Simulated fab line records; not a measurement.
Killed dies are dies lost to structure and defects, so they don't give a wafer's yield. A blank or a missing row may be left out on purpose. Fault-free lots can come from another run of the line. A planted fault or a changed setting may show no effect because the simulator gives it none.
Which tool did it? || flow gf180mcu || Sampling: 14 lots, 42 wafers, 2 of 602 route steps

== WHAT THE GAUGES READ, wafer by wafer ==
GF_SALICIDE_RS_MEAS_04: measures by four-point-probe.
{"lot": "L813", "measured": "day 15 03:02", "on": "film metro-03", "SALICIDE_TIN_RS (ohm/sq)": "16.1 16.5 16.4"}
{"lot": "L814", "measured": "day 15 13:01", "on": "film metro-03", "SALICIDE_TIN_RS (ohm/sq)": "16.6 16.7 16.7"}
{"lot": "L815", "measured": "day 16 04:56", "on": "film metro-03", "SALICIDE_TIN_RS (ohm/sq)": "16.9 16.5 16.6"}
{"lot": "L816", "measured": "day 16 14:58", "on": "film metro-03", "SALICIDE_TIN_RS (ohm/sq)": "16.6 16.4 16.8"}
{"lot": "L817", "measured": "day 16 23:35", "on": "film metro-02", "SALICIDE_TIN_RS (ohm/sq)": "16.8 16.7 16.9"}
{"lot": "L821", "measured": "day 18 12:22", "on": "film metro-03", "SALICIDE_TIN_RS (ohm/sq)": "16.5 16.1 16.6"}
{"lot": "L822", "measured": "day 18 19:23", "on": "film metro-03", "SALICIDE_TIN_RS (ohm/sq)": "16.7 16.8 16.8"}
{"lot": "L827", "measured": "day 20 09:33", "on": "film metro-03", "SALICIDE_TIN_RS (ohm/sq)": "16.1 15.9 16.1"}
{"lot": "L828", "measured": "day 21 01:05", "on": "film metro-03", "SALICIDE_TIN_RS (ohm/sq)": "16.2 16.2 16.2"}
{"lot": "L829", "measured": "day 21 07:55", "on": "film metro-03", "SALICIDE_TIN_RS (ohm/sq)": "16.0 16.4 16.7"}
{"lot": "L831", "measured": "day 21 22:13", "on": "film metro-01", "SALICIDE_TIN_RS (ohm/sq)": "16.5 16.4 16.6"}
{"lot": "L833", "measured": "day 22 09:48", "on": "film metro-01", "SALICIDE_TIN_RS (ohm/sq)": "17.1 16.9 17.0"}
{"lot": "L834", "measured": "day 22 15:24", "on": "film metro-02", "SALICIDE_TIN_RS (ohm/sq)": "16.7 16.6 16.7"}
{"lot": "L835", "measured": "day 23 00:15", "on": "film metro-01", "SALICIDE_TIN_RS (ohm/sq)": "16.4 16.5 16.2"}

== WHICH TOOL RAN EACH LOT (tool, then ch and the chambers of the sampled wafers, then the start) ==
{"lot": "L813", "GF_DNWELL_PEB_05": "litho track-03 ch 0, day 2 18:00"}
{"lot": "L814", "GF_DNWELL_PEB_05": "litho track-01 ch 0, day 3 00:00"}
{"lot": "L815", "GF_DNWELL_PEB_05": "litho track-01 ch 0, day 3 04:00"}
{"lot": "L816", "GF_DNWELL_PEB_05": "litho track-04 ch 0, day 3 10:00"}
{"lot": "L817", "GF_DNWELL_PEB_05": "litho track-01 ch 0, day 3 15:00"}
{"lot": "L821", "GF_DNWELL_PEB_05": "litho track-03, day 4 14:00"}
{"lot": "L822", "GF_DNWELL_PEB_05": "litho track-01, day 4 19:00"}
{"lot": "L827", "GF_DNWELL_PEB_05": "litho track-01 ch 0, day 5 18:00"}
{"lot": "L828", "GF_DNWELL_PEB_05": "litho track-04 ch 0, day 6 06:00"}
{"lot": "L829", "GF_DNWELL_PEB_05": "litho track-04 ch 0, day 6 09:00"}
{"lot": "L831", "GF_DNWELL_PEB_05": "litho track-03 ch 0, day 6 19:00"}
{"lot": "L833", "GF_DNWELL_PEB_05": "litho track-01 ch 0, day 7 04:00"}
{"lot": "L834", "GF_DNWELL_PEB_05": "litho track-04 ch 0, day 7 10:00"}
{"lot": "L835", "GF_DNWELL_PEB_05": "litho track-04 ch 0, day 7 15:00"}
- GF_DNWELL_PEB_05

== AS READ BY THE TOOLS THEMSELVES (means over the sampled wafers that have a number; for cases with no such wafer, the mark the record gives instead) ==
GF_DNWELL_PEB_05.
{"lot": "L813", "tool": "litho track-03", "chill plate temp C (C)": 23.10, "exhaust pa (Pa)": 44.9}
{"lot": "L814", "tool": "litho track-01", "chill plate temp C (C)": 23.07, "exhaust pa (Pa)": 45.1}
{"lot": "L815", "tool": "litho track-01", "chill plate temp C (C)": 23.03, "exhaust pa (Pa)": 45.0}
{"lot": "L816", "tool": "litho track-04", "chill plate temp C (C)": 23.07, "exhaust pa (Pa)": 45.5}
{"lot": "L817", "tool": "litho track-01", "chill plate temp C (C)": 23.00, "exhaust pa (Pa)": 44.9}
{"lot": "L821", "tool": "litho track-03", "chill plate temp C (C)": "-", "exhaust pa (Pa)": "-"}
{"lot": "L822", "tool": "litho track-01", "chill plate temp C (C)": "-", "exhaust pa (Pa)": "-"}
{"lot": "L827", "tool": "litho track-01", "chill plate temp C (C)": 22.85, "exhaust pa (Pa)": 45.0}
{"lot": "L828", "tool": "litho track-04", "chill plate temp C (C)": 23.09, "exhaust pa (Pa)": 45.4}
{"lot": "L829", "tool": "litho track-04", "chill plate temp C (C)": 23.10, "exhaust pa (Pa)": 44.7}
{"lot": "L831", "tool": "litho track-03", "chill plate temp C (C)": 22.91, "exhaust pa (Pa)": 45.5}
{"lot": "L833", "tool": "litho track-01", "chill plate temp C (C)": 22.96, "exhaust pa (Pa)": 44.5}
{"lot": "L834", "tool": "litho track-04", "chill plate temp C (C)": 22.89, "exhaust pa (Pa)": 45.5}
{"lot": "L835", "tool": "litho track-04", "chill plate temp C (C)": 22.94, "exhaust pa (Pa)": 43.3}

== THE ANSWER, worked out from the rows above alone ==
Rule: what is usual is taken from the lots themselves. The widest of any qualifying gaps counts: lots, ordered by their means at a reading, are off when they make up no more than a third of the lots, leave a main group of 4 or more, and stand apart from it by 3 or more times the standard deviation of that group's means. Not used: any main group whose means are identical at the precision the tables above print for the reading. A lot without any number at a reading at which 4 lots or more have one is off too. The other lots that the step has rows for count as sound. First the gauges in route order, then the tools' own readings, where a lot's mean is used as printed above. The first step at which some lot is off is used, and at that step the reading that is off furthest; a lot without a number counts as furthest.
Off: L821, L822 (GF_DNWELL_PEB_05, chill plate temp C). Without a number there: L821, L822. The main group: mean 23.00 C, standard deviation 0.085.
If a tool, at that step or one of the process steps before it, ran each lot that is off and ran no sound lot following the first of them, it fits. No candidate that was tried fits.

== WHAT WAS PUT IN BY THE SIMULATOR ==
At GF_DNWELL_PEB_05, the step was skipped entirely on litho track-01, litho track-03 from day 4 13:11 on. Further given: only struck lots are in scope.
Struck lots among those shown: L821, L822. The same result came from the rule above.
